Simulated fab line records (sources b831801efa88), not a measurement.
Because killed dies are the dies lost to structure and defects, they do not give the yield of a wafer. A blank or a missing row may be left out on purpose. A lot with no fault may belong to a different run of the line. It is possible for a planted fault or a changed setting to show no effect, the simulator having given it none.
Struck lot and sound lot, side by side :: flow sfq_line :: 11 out of 325 route steps
Sound: these wafers, L986.2, L986.3, L986.4. Struck: wafer L101.6 (left out: L101.1, L101.3 of the same lot, which were not struck); the cause appears at the end.
At each step with rows: each side's tool, then ch and its chambers, then its first start. Under that, the readings that differ: sound wafers :: struck wafers :: difference of the means :: sigmas: that difference in standard deviations of wafers without a fault.
alike: same words and numbers on both sides, and readings whose means sit less than 2 such deviations apart. not compared: any withheld reading, any reading some wafer has no value for, any bound like >300 that may hide the same value, and any number with overlapping values for which the record gives no deviation.
Wherever a step has rows on one side only, a row that says differs or no value, or a row with sigmas, the two part there. Numbers that don't overlap but have no deviation are shown without sigmas and don't part them. A reading missing from all wafers of one side parts the sides only when that side holds two or more wafers.

SFQ_INCOMING_BOW_MEAS_900:
  sound: film_metro-02 at day 1 10:01; struck: film_metro-02 at day 4 13:00
  alike: INCOMING_BOW
then, 1 step without rows for these wafers: SFQ_TRILAYER_INCOMING_OXIDATION_002 (target thk 500 nm, ox time 4939 s).
SFQ_TRILAYER_L0_DEP_SPUTTER_003: material MoNx KI, target thk 40 nm, time 100 s.
  sound: pvd_sputter-05 at day 1 12:29; struck: pvd_sputter-05 at day 4 15:29
  alike: throttle_valve_pct
SFQ_L0_RS_MEAS_901: uses a four-point probe to measure.
  sound: film_metro-02 at day 1 12:35; struck: film_metro-03 at day 4 15:34
  alike: L0_MONX_KI_RS
SFQ_L0_THK_MEAS_902: measures by xrf.
  sound: film_metro-02 at day 1 12:41; struck: film_metro-03 at day 4 15:41
  alike: L0_MONX_KI_THK
then, 4 steps without rows for these wafers: SFQ_TRILAYER_L0_LITHO_COAT_010 (resist thk 62 nm); SFQ_TRILAYER_L0_LITHO_COAT_005 (resist thk 600 nm); SFQ_TRILAYER_L0_LITHO_SOFTBAKE_009; SFQ_TRILAYER_L0_LITHO_EXPOSE_006 (exposes mask L0, target cd 2000 nm).
SFQ_TRILAYER_L0_LITHO_PEB_008: peb time 60 s.
  sound on litho_track-02 ch 0, day 3 00:00; struck on litho_track-02 ch 0, day 6 09:54
reading: heater_power_total_W (W)
sound: 79.18 79.23 79.11
struck: 80.19
difference: +1.02
sigmas: +16
then, 1 step without rows for these wafers: SFQ_TRILAYER_L0_LITHO_DEVELOP_007 (time 60 s).

## WHERE THEY PART
Only at SFQ_TRILAYER_L0_LITHO_PEB_008, as far as this record shows.

WHY: the cause the simulator had injected
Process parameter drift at SFQ_TRILAYER_L0_LITHO_PEB_008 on litho_track-02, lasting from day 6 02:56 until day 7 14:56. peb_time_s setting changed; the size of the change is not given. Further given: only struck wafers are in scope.
